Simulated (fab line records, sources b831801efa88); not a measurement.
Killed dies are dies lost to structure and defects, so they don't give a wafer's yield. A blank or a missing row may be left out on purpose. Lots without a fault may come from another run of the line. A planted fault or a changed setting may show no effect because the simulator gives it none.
Which tool did it? | flow gf180mcu | 6 lots, 18 wafers sampled, at 3 steps of a route of 602

WHAT THE GAUGES READ, wafer by wafer
GF_M2_CD_MEAS_14: target cd 280 nm.
lot  | measured     | on        | cd_nm (nm)
L936 | day 19 22:42 | cd_sem-02 | 279.6 280.9 281.4
L941 | day 22 03:20 | cd_sem-01 | 277.8 277.4 278.0
L943 | day 22 11:31 | cd_sem-01 | 279.6 280.7 280.3
L946 | day 23 15:50 | cd_sem-02 | 286.0 286.6 286.5
L955 | day 26 16:36 | cd_sem-02 | 279.2 278.0 279.3
L957 | day 27 07:36 | cd_sem-02 | 279.8 280.2 280.1

WHICH TOOL RAN EACH LOT (tool, then ch and the chambers of the sampled wafers, then the start)
lot  | GF_V1_CMP_26                  | GF_M2_PEB_12
L936 | cmp-02 ch 0,1,3, day 18 21:34 | litho_track-02 ch 0, day 19 22:21
L941 | cmp-02 ch 0,2,3, day 21 03:49 | litho_track-01 ch 0, day 22 02:59
L943 | cmp-01 ch 0,2,3, day 21 12:13 | litho_track-02 ch 0, day 22 11:11
L946 | cmp-02 ch 1,2, day 22 16:12   | litho_track-02 ch 0, day 23 15:29
L955 | cmp-02 ch 2,3, day 25 19:07   | litho_track-01 ch 0, day 26 16:16
L957 | cmp-01 ch 0,1,2, day 26 10:18 | litho_track-02 ch 0, day 27 07:14
- GF_V1_CMP_26: polishes, stops on SiO2, t overpolish 15 s, target thk 0 nm.
- GF_M2_PEB_12: peb time 90 s.

THE ANSWER, worked out from the rows above alone
Rule: what is usual is taken from the lots themselves. Put in order of their means at a reading, lots are off if they are a third of the lots or fewer, leave a main group of 4 or more, and stand apart from it by a gap of 3 or more times the standard deviation of the main group's means; of several such gaps the widest counts. A main group whose means are all the same, to the digits that the tables above print for the reading, isn't used. A lot without any number at a reading at which 4 lots or more have one is off too. The other lots that the step has rows for count as sound.
Off: L946, at GF_M2_CD_MEAS_14 (cd_nm). The main group: mean 279.5 nm, standard deviation 1.1.
A tool fits if, at a process step before that reading, it ran every lot that is off, and no sound lot after the first of them. The gauges at GF_M2_CD_MEAS_14 are tried like those tools. None of those tried fits.

WHAT THE SIMULATOR HAD PUT IN
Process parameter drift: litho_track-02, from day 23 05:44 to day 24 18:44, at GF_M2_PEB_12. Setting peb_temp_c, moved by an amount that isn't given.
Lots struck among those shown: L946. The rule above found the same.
